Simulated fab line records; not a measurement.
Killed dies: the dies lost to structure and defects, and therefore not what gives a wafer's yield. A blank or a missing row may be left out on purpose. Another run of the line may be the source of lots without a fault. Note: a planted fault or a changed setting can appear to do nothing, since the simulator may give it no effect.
A struck lot beside a sound one | flow gf180mcu | 15 steps out of a route of 602
Sound: these wafers, L999.2, L999.3, L999.5. Wafers L104.2, L104.4, L104.6 were the ones struck. The cause comes at the end.
For every step that has rows: the tool of each side, followed by ch and its chambers, followed by its first start. Under that, the readings that differ: sound wafers | struck wafers | difference of the means | sigmas: that difference in standard deviations of wafers without a fault.
alike: words and numbers the same on both sides, and readings whose means are apart by under 2 such deviations; not compared: readings that were withheld, readings missing a value for some wafer, numbers with overlapping values and no deviation given by the record, and bounds like >300 which may hide the same value.
A row with sigmas, a row that says differs or no value, or rows on one side alone: a step with any of these is where the two part. When numbers do not overlap yet have no deviation, they are printed without sigmas and do not part them. Lack of a reading on every wafer of one side parts them only where that side has two or more wafers.

first, 5 steps without rows for these wafers: GF_VT_IMPLANT_COAT_13 (resist thk 1000 nm); GF_VT_IMPLANT_SOFTBAKE_14 (time 60 s); GF_VT_IMPLANT_EXPOSE_15 (exposes mask Nwell LV AREA, target cd 860 nm); GF_VT_IMPLANT_PEB_16; GF_VT_IMPLANT_DEVELOP_17 (develop time 60 s).
GF_VT_IMPLANT_OVL_MEAS_18:
  sound: overlay-01 at day 6 11:29; struck: overlay-01 at day 7 19:49
  alike: VT_IMPLANT_01_OVL
after that, 1 step had no rows for these wafers: GF_VT_IMPLANT_IMPLANT_19.
GF_VT_IMPLANT_STRIP_20: strips in O2/N2.
  sound on plasma_asher-01 ch 0,1, day 6 11:40; struck on plasma_asher-03 ch 0,1, day 7 20:00
  alike: drypump_motor_current_A, heater_power_w, oes_product_au, strip_time_to_endpoint_s
  not compared: rf_hours_counter_h
GF_VT_IMPLANT_TW_MEAS_21:
  sound: film_metro-01 at day 6 11:49; struck: film_metro-04 at day 7 20:07
  alike: VT_IMPLANT_2_TW
then, 3 steps without rows for these wafers: GF_VT_IMPLANT_DEHYDRATE_22 (time 60 s); GF_VT_IMPLANT_HMDS_23 (prime time 60 s); GF_VT_IMPLANT_COAT_24 (resist thk 1000 nm).
GF_VT_IMPLANT_SOFTBAKE_25: time 60 s.
  sound on litho_track-01 ch 0, day 6 18:53; struck on litho_track-01 ch 0, day 8 03:53
  reading                  | sound             | struck            | difference | sigmas
  heater_power_total_W (W) | 56.59 56.61 56.65 | 57.85 57.79 57.87 | +1.22      | +27
  run_length_s (s)         | 88.99 88.71 88.90 | 84.96 85.14 84.92 | -3.86      | -16
  alike: chill_plate_temp_C
then, 1 step without rows for these wafers: GF_VT_IMPLANT_EXPOSE_26 (exposes mask LVPWELL HV AREA, target cd 860 nm).
-- the record jumps here: 23 days lie between the struck wafers' starts before and after (it left off in module VT_IMPLANT and takes up again in module PASSIVATION, whose first step shown is number 602 of the route) --
GF_PASSIVATION_PROBE_99:
  record: rows for the struck wafers here (prober-01, day 31 01:07), none for the sound ones

WHERE THEY PART
First at GF_VT_IMPLANT_SOFTBAKE_25; last, within this record, at GF_PASSIVATION_PROBE_99.

WHY: the cause the simulator had injected
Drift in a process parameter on litho_track-01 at GF_VT_IMPLANT_SOFTBAKE_25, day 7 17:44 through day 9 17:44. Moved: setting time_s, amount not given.
